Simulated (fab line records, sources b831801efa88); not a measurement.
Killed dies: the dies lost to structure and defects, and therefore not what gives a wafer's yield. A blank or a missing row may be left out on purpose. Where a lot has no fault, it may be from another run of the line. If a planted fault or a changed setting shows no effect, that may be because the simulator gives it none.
Which tool is to blame?	flow sky130	42 wafers from 14 lots sampled at 3 of the route's 708 steps

WHAT EACH GAUGE READ, for each wafer
No reading from a measuring or inspecting step in the record can be judged against a usual standard deviation.

WHAT TOOL EACH LOT RAN ON (gives the tool, then ch and the chambers of the sampled wafers, and finally the start)
lot	SKY_VIA2_CMP_02	SKY_METAL3_SPUTTER_00	SKY_CAPM_SPUTTER_02
L224	cmp-01 ch 1,2, day 35 21:25	pvd-sputter-04, day 37 02:20	pvd-sputter-01, day 37 02:34
L225	cmp-02 ch 0,2, day 36 00:22	pvd-sputter-04, day 37 03:26	pvd-sputter-03, day 37 03:41
L226	cmp-02 ch 0,1, day 36 11:03	pvd-sputter-01, day 37 15:04	pvd-sputter-03, day 37 15:18
L227	cmp-01 ch 0,2,3, day 36 18:47	pvd-sputter-02, day 37 22:04	pvd-sputter-01, day 37 22:21
L230	cmp-02 ch 0,3, day 37 19:30	pvd-sputter-02, day 38 22:40	pvd-sputter-03, day 38 22:53
L231	cmp-02 ch 0,3, day 38 01:39	pvd-sputter-01, day 39 04:52	pvd-sputter-04, day 39 05:07
L232	cmp-01 ch 0,2,3, day 38 09:33	pvd-sputter-04, day 39 11:43	pvd-sputter-01, day 39 11:57
L235	cmp-02 ch 0,1,2, day 39 10:16	pvd-sputter-01, day 40 11:37	pvd-sputter-04, day 40 11:51
L240	cmp-02 ch 0,2,3, day 40 19:47	pvd-sputter-01, day 41 21:22	pvd-sputter-03, day 41 21:37
L241	cmp-01 ch 0,1,2, day 41 05:48	pvd-sputter-01, day 42 06:45	pvd-sputter-03, day 42 07:00
L242	cmp-01 ch 0,2,3, day 41 12:45	pvd-sputter-01, day 42 13:57	pvd-sputter-03, day 42 14:11
L243	cmp-01 ch 1,2,3, day 42 04:09	pvd-sputter-01, day 43 05:27	pvd-sputter-03, day 43 05:41
L244	cmp-02 ch 1,3, day 42 04:10	pvd-sputter-02, day 43 05:48	pvd-sputter-01, day 43 06:03
L245	cmp-02 ch 2,3, day 42 19:44	pvd-sputter-01, day 43 20:25	pvd-sputter-03, day 43 20:39
- SKY_VIA2_CMP_02: polishes SiO2.
- SKY_METAL3_SPUTTER_00: material Ti, target thk 15 nm, time 10 s.
- SKY_CAPM_SPUTTER_02: material TiN, target thk 200 nm, time 159.7 s.

WHAT THE TOOLS THEMSELVES READ (means of the sampled wafers that have a number; where no wafer has one, the mark that the record gives instead)
SKY_VIA2_CMP_02.
lot	tool	motor-current-A (A)
L224	cmp-01	11.6
L225	cmp-02	10.0
L226	cmp-02	10.8
L227	cmp-01	11.8
L230	cmp-02	11.2
L231	cmp-02	12.6
L232	cmp-01	12.5
L235	cmp-02	10.9
L240	cmp-02	11.5
L241	cmp-01	11.7
L242	cmp-01	12.0
L243	cmp-01	11.9
L244	cmp-02	12.7
L245	cmp-02	12.8

SKY_METAL3_SPUTTER_00.
lot	tool	cathode-dc-power-W (W)	chamber-pressure-pa (Pa)	throttle-valve-pct (%)
L224	pvd-sputter-04	2999.8	0.3994	31.1
L225	pvd-sputter-04	2999.5	0.4002	30.7
L226	pvd-sputter-01	2999.9	0.3995	29.4
L227	pvd-sputter-02	3000.2	0.3999	29.2
L230	pvd-sputter-02	2999.7	0.3996	29.5
L231	pvd-sputter-01	3000.0	0.3999	29.7
L232	pvd-sputter-04	2999.7	0.4006	29.2
L235	pvd-sputter-01	2999.6	0.4001	29.7
L240	pvd-sputter-01	-	-	-
L241	pvd-sputter-01	-	-	-
L242	pvd-sputter-01	3000.1	0.4001	29.6
L243	pvd-sputter-01	2999.8	0.3998	29.7
L244	pvd-sputter-02	3000.5	0.3997	29.3
L245	pvd-sputter-01	3000.1	0.4005	29.5

SKY_CAPM_SPUTTER_02.
lot	tool	cathode-dc-power-W (W)	chamber-pressure-pa (Pa)	throttle-valve-pct (%)
L224	pvd-sputter-01	6500.3	0.4004	29.4
L225	pvd-sputter-03	6500.0	0.3997	29.3
L226	pvd-sputter-03	6500.2	0.3999	29.8
L227	pvd-sputter-01	6501.2	0.4002	29.6
L230	pvd-sputter-03	6500.7	0.4002	28.3
L231	pvd-sputter-04	6499.5	0.4000	29.8
L232	pvd-sputter-01	6499.7	0.4007	29.5
L235	pvd-sputter-04	6500.3	0.4003	30.8
L240	pvd-sputter-03	6499.1	0.3996	29.8
L241	pvd-sputter-03	6500.9	0.4004	29.2
L242	pvd-sputter-03	6498.9	0.4003	29.8
L243	pvd-sputter-03	6499.6	0.4002	29.8
L244	pvd-sputter-01	6501.0	0.4000	29.6
L245	pvd-sputter-03	6500.9	0.4003	29.2

THE ANSWER, worked out from the rows above alone
Rule: the usual values come from the lots themselves. Put in order of their means at a reading, lots are off if they are a third of the lots or fewer, leave a main group of 4 or more, and stand apart from it by a gap of 3 or more times the standard deviation of the main group's means; of several such gaps the widest counts. A main group is skipped when, at the precision printed for the reading in the tables above, its means are all equal. A lot without any number at a reading at which 4 lots or more have one is off too. Any other lot the step has rows for is counted as sound. After the gauges, taken in route order, come the tools' own readings; for these a lot's mean is taken, as printed above. The first step at which some lot is off is used, and at that step the reading that is off furthest; a lot without a number counts as furthest.
Off: L240, L241, at SKY_METAL3_SPUTTER_00 (cathode-dc-power-W). Without a number there: L240, L241. Mean 2999.9 W and standard deviation 0.27 in the main group.
A tool fits if, at that step or a process step before it, it ran every lot that is off, and no sound lot after the first of them. Of those tried, none fits.

WHAT WAS PUT IN BY THE SIMULATOR
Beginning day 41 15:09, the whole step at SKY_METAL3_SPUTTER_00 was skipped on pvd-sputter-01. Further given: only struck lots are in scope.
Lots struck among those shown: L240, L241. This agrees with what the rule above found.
